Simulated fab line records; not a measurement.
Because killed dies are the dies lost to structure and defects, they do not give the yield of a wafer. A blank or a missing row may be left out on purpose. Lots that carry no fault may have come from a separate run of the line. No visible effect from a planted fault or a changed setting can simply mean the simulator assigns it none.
fab line records ; flow sky130
record: lots: 7; wafers: 21; last-day: 47
route steps=708 shown GATE_OXIDE@201 POLY_GATE@204 RES_PROTECT@206 PAD_OPEN@708
lots untouched by any fault: they come from a run of this same line in which no faults occurred
start-h: the number of hours between the record's first day and the start of the first shown wafer of the lot ; wait-h: hours since the lot's step before ; " the same as in the row above ; L1.1+2: several wafers, shown together as one row ; - value missing, or start not given ; * or withheld: withheld ; < > ~ a bound
route shown NAME@n: NAME is a module with steps in the file, n the number in the route of the first one ; usual: mean and standard deviation over wafers with no fault ; same: alike in all rows ; chamber/n: place in a boat ; sites: readings site by site ; _std_site: their standard deviation ; _edge_site: the outer-site mean with the inner-site mean subtracted ; radius-mm: how far each site lies from the wafer's centre ; mask NAME#n: copy n ; behind: the tool/chamber that last shaped the wafer ; hold: why the lot went on hold/how many hours it stayed there/how the hold came to an end ; device: which transistor (n, p or np) failed to switch ; end of line: at the end of the route, the tests of the same wafers ; a step given without rows: its recipe and nothing more ; killed: count of dies lost to structure and defects at first sort (not the wafer's yield) ; map: per-die view of a wafer (x killed, . not killed, _ where there is no die)
set.NAME: the run value of the setting; set.NAME@STEP: its run value at that earlier step ; model.NAME: the simulator's own value behind a step, which no gauge read
lots seen at some steps along the route; tables by step, rows by wafer
services: when a tool's chamber went out of use (start-h, in hours from the record's first day, below 0 if earlier), for how many hours, and the reason
== steps ==
step: SKY_GATE_OXIDE_TW_MEAS_14
usual: GATE_OXIDE_TW: 225.5/1.6
lot.wafer;tool;chamber;start-h;wait-h;GATE_OXIDE_TW
L207.1;film-metro-04;-;305.04;0.1;226.0
L207.5;film-metro-04;-;305.04;0.1;225.7
L207.6;film-metro-04;-;305.04;0.1;225.0
L208.1;film-metro-04;-;310.94;0.1;225.8
L208.3;film-metro-04;-;310.94;0.1;225.7
L208.6;film-metro-04;-;310.94;0.1;226.4
L209.1;film-metro-02;-;317.14;0.1;222.3
L209.2;film-metro-02;-;317.14;0.1;223.6
L209.5;film-metro-02;-;317.14;0.1;221.9
L210.1;film-metro-01;-;324.58;0.1;226.6
L210.5;film-metro-01;-;324.58;0.1;227.5
L210.6;film-metro-01;-;324.58;0.1;228.5
L211.1;film-metro-02;-;338.38;0.1;223.9
L211.3;film-metro-02;-;338.38;0.1;223.0
L211.5;film-metro-02;-;338.38;0.1;222.9
L212.1;film-metro-02;-;347.65;0.1;222.6
L212.2;film-metro-02;-;347.65;0.1;222.2
L212.4;film-metro-02;-;347.65;0.1;222.5
L213.3;film-metro-02;-;359.06;0.1;221.9
L213.5;film-metro-02;-;359.06;0.1;221.8
L213.6;film-metro-02;-;359.06;0.1;223.3
step: SKY_GATE_OXIDE_CLEAN_15
recipe: chemistry: SC1/SC2; mix: 1:4:20; temp-c: 70; time-s: 150; dry: n2-spin
step: SKY_GATE_OXIDE_OXIDATION_16
recipe: temp-c: 800; ambient: O2; idle-temp-c: 700; ramp-up-c-per-min: 10; ramp-down-c-per-min: 3; stabilise-s: 600; purge-s: 300; target-thk-a: 35.7; ox-time-s: 1915
step: SKY_POLY_GATE_CVD_00
recipe: material: poly-Si; target-thk-nm: 180; temp-c: 620; time-s: 720; pressure-mtorr: 200
step: SKY_POLY_GATE_THK_MEAS_01
recipe: reads: poly-Si_of_POLY_GATE_CVD_00
usual: POLY_GATE_CVD_00_THK: 179.6/1.7
lot.wafer;tool;chamber;start-h;wait-h;POLY_GATE_CVD_00_THK[nm]
L207.1;film-metro-03;-;309.20;0.0;178.0
L207.5;film-metro-03;-;309.20;0.0;176.7
L207.6;film-metro-03;-;309.20;0.0;177.1
L208.1;film-metro-04;-;315.61;0.0;179.4
L208.3;film-metro-04;-;315.61;0.0;178.4
L208.6;film-metro-04;-;315.61;0.0;180.1
L209.1;film-metro-02;-;324.75;0.0;179.3
L209.2;film-metro-02;-;324.75;0.0;178.9
L209.5;film-metro-02;-;324.75;0.0;178.1
L210.1;film-metro-02;-;331.01;0.0;181.5
L210.5;film-metro-02;-;331.01;0.0;180.2
L210.6;film-metro-02;-;331.01;0.0;178.5
L211.1;film-metro-02;-;342.70;0.0;181.8
L211.3;film-metro-02;-;342.70;0.0;179.8
L211.5;film-metro-02;-;342.70;0.0;179.6
L212.1;film-metro-03;-;350.76;0.0;180.1
L212.2;film-metro-03;-;350.76;0.0;182.5
L212.4;film-metro-03;-;350.76;0.0;181.2
L213.3;film-metro-03;-;362.51;0.0;183.8
L213.5;film-metro-03;-;362.51;0.0;181.7
L213.6;film-metro-03;-;362.51;0.0;184.7
step: SKY_RES_PROTECT_DEHYDRATE_00
recipe: temp-c: 200; time-s: 60
step: SKY_RES_PROTECT_HMDS_01
recipe: prime-time-s: 60; prime-temp-c: 120
step: SKY_RES_PROTECT_COAT_02
recipe: resist: NOVOLAK; spin-rpm: 3000; resist-thk-nm: 1140
step: SKY_RES_PROTECT_SOFTBAKE_03
recipe: temp-c: 90; time-s: 60; resist: NOVOLAK
step: SKY_RES_PROTECT_EXPOSE_04
recipe: mask-id: RPM; na: 0.6; source-shape: conventional; sigma-outer: 0.6; polarization: unpolarized; target-cd-nm: 1270; dose-mj: 131
step: SKY_RES_PROTECT_PEB_05
recipe: temp-c: withheld; time-s: *; resist: NOVOLAK
step: SKY_RES_PROTECT_DEVELOP_06
recipe: resist: NOVOLAK; developer: TMAH; develop-time-s: 60; dev-temp-c: 23
step: SKY_POLY_GATE_IMPLANT_02
recipe: species: P; energy-kev: 30; dose-cm2: 7.7e+15; tilt-deg: 0
usual: implant-ion-amu: 31/0
lot.wafer;tool;chamber;start-h;wait-h;implant-ion-amu;model.implant.rp-nm;model.implant.drp-nm
L207.1;implanter-01;0;335.01;0.1;31;36.95;16.6
L207.5;implanter-01;0;335.01;0.1;31;36.95;16.6
L207.6;implanter-01;0;335.01;0.1;31;36.95;16.6
L208.1;implanter-01;0;341.36;0.1;31;36.01;16.6
L208.3;implanter-01;0;341.36;0.1;31;36.01;16.6
L208.6;implanter-01;0;341.36;0.1;31;36.01;16.6
L209.1;implanter-04;0;351.47;0.1;31;37.59;16.6
L209.2;implanter-04;0;351.47;0.1;31;37.59;16.6
L209.5;implanter-04;0;351.47;0.1;31;37.59;16.6
L210.1;implanter-04;0;358.36;0.1;31;37.82;16.6
L210.5;implanter-04;0;358.36;0.1;31;37.82;16.6
L210.6;implanter-04;0;358.36;0.1;31;37.82;16.6
L211.1;implanter-01;0;370.66;0.1;75;21.68;9.641
L211.3;implanter-01;0;370.66;0.1;75;21.68;9.641
L211.5;implanter-01;0;370.66;0.1;75;21.68;9.641
L212.1;implanter-02;0;379.51;0.1;75;20.63;9.641
L212.2;implanter-02;0;379.51;0.1;75;20.63;9.641
L212.4;implanter-02;0;379.51;0.1;75;20.63;9.641
L213.3;implanter-04;0;390.68;0.1;75;21.16;9.641
L213.5;implanter-04;0;390.68;0.1;75;21.16;9.641
L213.6;implanter-04;0;390.68;0.1;75;21.16;9.641
step: SKY_RES_PROTECT_STRIP_07
recipe: chemistry: O2/N2; power-w: 1400; pressure-mtorr: 1500; platen-temp-c: withheld; o2-flow-sccm: 3000; n2-flow-sccm: 300; overash-fraction: 0.5
usual: drypump-motor-current-A: 5.7/0.33; o2-flow-sccm: 3000/8.7; oes-product-au: 0.518/0.0046; strip-time-to-endpoint-s: 23.31/0.036
lot.wafer;tool;chamber;start-h;wait-h;drypump-motor-current-A;o2-flow-sccm;oes-product-au;rf-hours-counter-h;strip-time-to-endpoint-s
L207.1;plasma-asher-03;0;335.16;0.1;5.6;2999;0.519;63;23.25
L207.5;plasma-asher-03;1;335.16;0.1;5.1;3000;0.513;-;23.26
L207.6;plasma-asher-03;0;335.16;0.1;5.7;2999;0.515;-;23.22
L208.1;plasma-asher-03;0;341.51;0.1;5.6;3004;0.510;64;23.28
L208.3;plasma-asher-03;1;341.51;0.1;5.1;3004;0.521;-;23.33
L208.6;plasma-asher-03;0;341.51;0.1;5.6;3013;0.521;-;23.29
L209.1;plasma-asher-04;0;351.62;0.1;6.2;3004;0.511;66;23.27
L209.2;plasma-asher-04;1;351.62;0.1;5.8;3011;0.518;66;23.31
L209.5;plasma-asher-04;1;351.62;0.1;5.8;2998;0.517;-;23.29
L210.1;plasma-asher-04;0;358.51;0.1;6.2;3010;0.510;66;23.33
L210.5;plasma-asher-04;1;358.51;0.1;5.8;3000;0.518;-;23.27
L210.6;plasma-asher-04;0;358.51;0.1;6.2;3009;0.526;-;23.30
L211.1;plasma-asher-03;1;370.81;0.1;5.1;2988;0.561;67;20.48
L211.3;plasma-asher-03;1;370.81;0.1;5.1;2999;0.562;-;20.44
L211.5;plasma-asher-03;1;370.81;0.1;5.1;3005;0.560;-;20.49
L212.1;plasma-asher-02;0;379.66;0.1;5.7;3010;0.551;59;20.43
L212.2;plasma-asher-02;1;379.66;0.1;5.5;2999;0.563;59;20.41
L212.4;plasma-asher-02;0;379.66;0.1;5.7;3004;0.557;-;20.47
L213.3;plasma-asher-02;1;390.81;0.1;5.5;3006;0.552;-;20.42
L213.5;plasma-asher-02;1;390.81;0.1;5.5;3013;0.556;-;20.51
L213.6;plasma-asher-02;0;390.81;0.1;5.7;2997;0.559;-;20.44
step: SKY_RES_PROTECT_TW_MEAS_08
usual: POLY_GATE_TW: 4054/22
lot.wafer;tool;chamber;start-h;wait-h;POLY_GATE_TW
L207.1;film-metro-01;-;335.26;0.1;4070
L207.5;film-metro-01;-;335.26;0.1;4060
L207.6;film-metro-01;-;335.26;0.1;4084
L208.1;film-metro-01;-;341.61;0.1;4041
L208.3;film-metro-01;-;341.61;0.1;4025
L208.6;film-metro-01;-;341.61;0.1;4021
L209.1;film-metro-01;-;351.72;0.1;4039
L209.2;film-metro-01;-;351.72;0.1;4049
L209.5;film-metro-01;-;351.72;0.1;4029
L210.1;film-metro-03;-;358.61;0.1;4069
L210.5;film-metro-03;-;358.61;0.1;4042
L210.6;film-metro-03;-;358.61;0.1;4057
L211.1;film-metro-03;-;370.91;0.1;3579
L211.3;film-metro-03;-;370.91;0.1;3598
L211.5;film-metro-03;-;370.91;0.1;3600
L212.1;film-metro-03;-;379.76;0.1;3581
L212.2;film-metro-03;-;379.76;0.1;3601
L212.4;film-metro-03;-;379.76;0.1;3585
L213.3;film-metro-03;-;390.90;0.1;3599
L213.5;film-metro-03;-;390.90;0.1;3556
L213.6;film-metro-03;-;390.90;0.1;3594
step: SKY_RES_PROTECT_CLEAN_09
recipe: chemistry: SC1/SC2; mix: 1:4:20; temp-c: 70; time-s: 150; dry: n2-spin
step: SKY_PAD_OPEN_PROBE_99
usual: killed_at_M0_to_M3: 42/7.1; killed_at_M4_up: 3.0/1.7; killed-at-contacts: 25/5; killed-at-front-end: 16/4.4; killed-at-other: 0.5/1.4; killed-dies: 87/9.2; killed-open: 47/6.2; killed-short: 39/6.6
same: gross-dies: 492; killed-at-back-side: 0
lot.wafer;tool;chamber;start-h;wait-h;killed_at_M0_to_M3;killed_at_M4_up;killed-at-contacts;killed-at-front-end;killed-at-other;killed-dies;killed-open;killed-short;model.etest.res-poly.line-ohm-um;model.etest.licon-poly.rc-ohm;model.etest.res-poly.rs-ohm-sq
L207.1;prober-01;-;1069.79;0.1;46;3;24;20;1;94;56;38;534.5;147.9;49.48
L207.5;prober-01;-;1069.99;0.2;52;2;20;11;2;87;47;39;527.5;151.3;49.09
L207.6;prober-01;-;1070.04;0.2;47;0;20;13;0;80;44;36;514.6;150.7;49.28
L208.1;prober-02;-;1073.85;0.1;46;4;23;20;0;93;53;40;526.2;150.5;47.41
L208.3;prober-02;-;1073.95;0.2;42;3;29;16;1;91;45;46;484.2;155;47.79
L208.6;prober-02;-;1074.10;0.2;43;4;28;20;0;95;51;43;488;154.2;47.78
L209.1;prober-01;-;1080.63;0.1;42;1;25;17;0;85;42;43;519;155.6;48.96
L209.2;prober-01;-;1080.68;0.1;41;6;31;12;0;90;50;40;528.5;156;49.01
L209.5;prober-01;-;1080.83;0.2;38;7;28;18;0;91;45;46;494.7;153.1;49.01
L210.1;prober-02;-;1086.62;0.1;54;1;19;22;0;96;49;45;533.9;151.3;48.17
L210.5;prober-02;-;1086.82;0.2;51;1;22;12;0;86;49;37;547.7;164;49
L210.6;prober-02;-;1086.87;0.2;47;4;27;22;0;100;58;41;524.6;158.6;48.65
L211.1;prober-01;-;1097.83;0.1;49;4;27;17;0;97;55;42;685.2;208.7;62.97
L211.3;prober-01;-;1097.93;0.2;32;3;23;15;0;73;37;36;656.4;197.1;62.52
L211.5;prober-01;-;1098.03;0.2;41;1;19;15;0;76;45;31;657.1;202.6;62.99
L212.1;prober-02;-;1102.95;0.1;40;3;32;12;1;88;49;38;683.5;209.4;63.1
L212.2;prober-02;-;1103.00;0.1;53;2;26;17;1;99;52;47;676;203.6;62.3
L212.4;prober-02;-;1103.10;0.2;53;3;18;17;0;91;43;48;668.5;210.1;63.23
L213.3;prober-02;-;1117.49;0.2;47;2;28;17;1;95;55;39;645;194.1;60.27
L213.5;prober-02;-;1117.59;0.2;44;1;21;22;0;88;49;38;676.7;189.7;60.66
L213.6;prober-02;-;1117.64;0.2;45;0;22;26;0;93;51;41;619.4;194.8;59.52
killed by level:class
L207.1 VIA1:geometric-particle:open=14 CONTACT:geometric-particle:open=9 LI_CONTACT:geometric-particle:open=7 VIA1:geometric-particle:short=7 VIA2:geometric-particle:open=7 VIA3:geometric-particle:open=6 FIELD_ISO:geometric-particle:short=5 POLY_GATE:geometric-particle:short=5
L207.5 VIA1:geometric-particle:open=13 LI_CONTACT:geometric-particle:open=7 CONTACT:geometric-particle:open=7 VIA3:geometric-particle:open=7 POLY_GATE:geometric-particle:short=6 VIA2:geometric-particle:open=6 METAL2:geometric-particle:short=5 CONTACT:geometric-particle:short=4
L207.6 VIA1:geometric-particle:open=12 CONTACT:geometric-particle:open=10 METAL1:geometric-particle:short=7 VIA3:geometric-particle:open=6 FIELD_ISO:geometric-particle:short=4 LI_CONTACT:geometric-particle:short=4 LI_CONTACT:geometric-particle:open=4 VIA1:geometric-particle:short=4
L208.1 VIA1:geometric-particle:open=13 CONTACT:geometric-particle:open=8 FIELD_ISO:geometric-particle:open=6 LI_CONTACT:geometric-particle:open=6 METAL2:geometric-particle:short=6 VIA2:geometric-particle:open=6 POLY_GATE:geometric-particle:open=5 POLY_GATE:geometric-particle:short=4
L208.3 CONTACT:geometric-particle:open=10 VIA3:geometric-particle:open=9 LI_CONTACT:geometric-particle:open=6 LOCAL_INTERCONNECT:geometric-particle:short=6 VIA2:geometric-particle:open=6 VIA3:geometric-particle:short=6 METAL1:geometric-particle:short=5 FIELD_ISO:geometric-particle:short=4
L208.6 CONTACT:geometric-particle:open=13 VIA2:geometric-particle:open=11 FIELD_ISO:geometric-particle:short=7 VIA3:geometric-particle:short=6 VIA1:geometric-particle:open=6 METAL2:geometric-particle:short=5 LI_CONTACT:geometric-particle:open=5 CONTACT:geometric-particle:short=5
L209.1 VIA1:geometric-particle:open=9 CONTACT:geometric-particle:open=7 METAL2:geometric-particle:short=7 VIA2:geometric-particle:open=7 FIELD_ISO:geometric-particle:short=5 LI_CONTACT:geometric-particle:open=5 CONTACT:geometric-particle:short=5 VIA3:geometric-particle:open=5
L209.2 CONTACT:geometric-particle:open=18 VIA1:geometric-particle:open=9 VIA2:geometric-particle:open=8 METAL1:geometric-particle:short=7 FIELD_ISO:geometric-particle:short=6 LI_CONTACT:geometric-particle:open=5 VIA3:geometric-particle:open=5 METAL4:geometric-particle:short=5
L209.5 CONTACT:geometric-particle:open=9 VIA1:geometric-particle:open=9 LI_CONTACT:geometric-particle:open=7 POLY_GATE:geometric-particle:short=6 VIA2:geometric-particle:short=5 CONTACT:geometric-particle:short=5 METAL2:geometric-particle:short=5 VIA2:geometric-particle:open=5
L210.1 VIA1:geometric-particle:open=10 LI_CONTACT:geometric-particle:open=8 VIA1:geometric-particle:short=7 FIELD_ISO:geometric-particle:short=6 CONTACT:geometric-particle:open=6 VIA3:geometric-particle:open=5 METAL1:geometric-particle:short=5 METAL2:geometric-particle:short=5
L210.5 VIA1:geometric-particle:open=13 CONTACT:geometric-particle:open=12 VIA2:geometric-particle:open=6 METAL1:geometric-particle:short=6 FIELD_ISO:geometric-particle:short=5 METAL2:geometric-particle:short=5 VIA2:geometric-particle:short=5 VIA3:geometric-particle:open=5
L210.6 VIA1:geometric-particle:open=11 FIELD_ISO:geometric-particle:open=8 CONTACT:geometric-particle:open=7 LI_CONTACT:geometric-particle:open=6 CONTACT:geometric-particle:short=5 METAL1:geometric-particle:short=5 VIA2:geometric-particle:open=5 VIA3:geometric-particle:open=5
L211.1 VIA1:geometric-particle:open=14 CONTACT:geometric-particle:open=11 VIA3:geometric-particle:open=7 LI_CONTACT:geometric-particle:open=6 METAL1:geometric-particle:short=6 VIA2:geometric-particle:open=6 CONTACT:geometric-particle:short=5 FIELD_ISO:geometric-particle:open=4
L211.3 CONTACT:geometric-particle:open=8 VIA1:geometric-particle:short=7 FIELD_ISO:geometric-particle:short=6 CONTACT:geometric-particle:short=6 VIA1:geometric-particle:open=6 LI_CONTACT:geometric-particle:open=5 VIA2:geometric-particle:open=5 VIA3:geometric-particle:open=5
L211.5 VIA1:geometric-particle:open=10 LI_CONTACT:geometric-particle:open=7 VIA3:geometric-particle:open=7 VIA1:geometric-particle:short=6 VIA2:geometric-particle:open=5 POLY_GATE:geometric-particle:open=5 CONTACT:geometric-particle:open=4 METAL1:geometric-particle:short=4
L212.1 CONTACT:geometric-particle:open=16 VIA2:geometric-particle:short=8 VIA1:geometric-particle:open=7 VIA2:geometric-particle:open=7 FIELD_ISO:geometric-particle:open=6 LI_CONTACT:geometric-particle:open=6 METAL1:geometric-particle:short=5 CONTACT:geometric-particle:short=5
L212.2 VIA1:geometric-particle:open=12 LI_CONTACT:geometric-particle:open=11 METAL2:geometric-particle:short=7 VIA2:geometric-particle:open=7 VIA1:geometric-particle:short=6 VIA3:geometric-particle:open=6 FIELD_ISO:geometric-particle:short=5 FIELD_ISO:geometric-particle:open=5
L212.4 VIA1:geometric-particle:open=8 VIA2:geometric-particle:open=8 METAL2:geometric-particle:short=7 VIA3:geometric-particle:open=6 FIELD_ISO:geometric-particle:open=5 LOCAL_INTERCONNECT:geometric-particle:short=5 CONTACT:geometric-particle:open=5 CONTACT:geometric-particle:short=5
L213.3 VIA2:geometric-particle:open=11 LOCAL_INTERCONNECT:geometric-particle:short=8 CONTACT:geometric-particle:open=8 VIA3:geometric-particle:open=8 METAL2:geometric-particle:short=8 LI_CONTACT:geometric-particle:open=6 VIA3:geometric-particle:short=5 FIELD_ISO:geometric-particle:open=4
L213.5 VIA2:geometric-particle:open=9 CONTACT:geometric-particle:open=8 VIA1:geometric-particle:open=8 FIELD_ISO:geometric-particle:short=6 LI_CONTACT:geometric-particle:open=6 METAL2:geometric-particle:short=6 FIELD_ISO:geometric-particle:open=5 POLY_GATE:geometric-particle:short=4
L213.6 CONTACT:geometric-particle:open=10 VIA1:geometric-particle:open=9 FIELD_ISO:geometric-particle:short=8 FIELD_ISO:geometric-particle:open=8 METAL2:geometric-particle:short=8 VIA3:geometric-particle:open=7 VIA2:geometric-particle:open=6 VIA2:geometric-particle:short=5
== services ==
tool;chamber;start-h;hours;kind
implanter-02;-;371.83;6.8;pm
== key ==
first-sign: step: SKY_POLY_GATE_IMPLANT_02; reading: implant-ion-amu; direction: up; sigmas: 99+; usual: 31; struck: 75
effect: step: SKY_RES_PROTECT_STRIP_07; reading: strip-time-to-endpoint-s; direction: down; sigmas: 78; usual: *; struck: *
effect: step: SKY_RES_PROTECT_TW_MEAS_08; reading: POLY_GATE_TW; direction: down; sigmas: 21; usual: 4054; struck: 3588
model-effect: step: SKY_POLY_GATE_IMPLANT_02; value: implant.rp-nm; without: 36.21; struck: 21.16
model-effect: step: SKY_PAD_OPEN_PROBE_99; value: etest.res-poly.line-ohm-um; without: 510.5; struck: 663.1
met-at SKY_POLY_GATE_IMPLANT_02
struck-wafers L211.1,L211.3,L211.5,L212.1,L212.2,L212.4,L213.3,L213.5,L213.6
tester-left-out L211,L212,L213
onset-between 358.36 370.66
fault: kind: wrong-recipe-download; tool: implanter-01,implanter-02,implanter-04; chamber: -; onset-h: 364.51; steps: SKY_POLY_GATE_IMPLANT_02; wrong-recipe.not-listed: 1
tester-left-out: of these lots the tester's yield and bins aren't shown, on N5 and GAA mostly nor the transistor test; their killed dies are dies lost to structure and defects alone, not to doping, threshold or leakage, so they don't give the yield
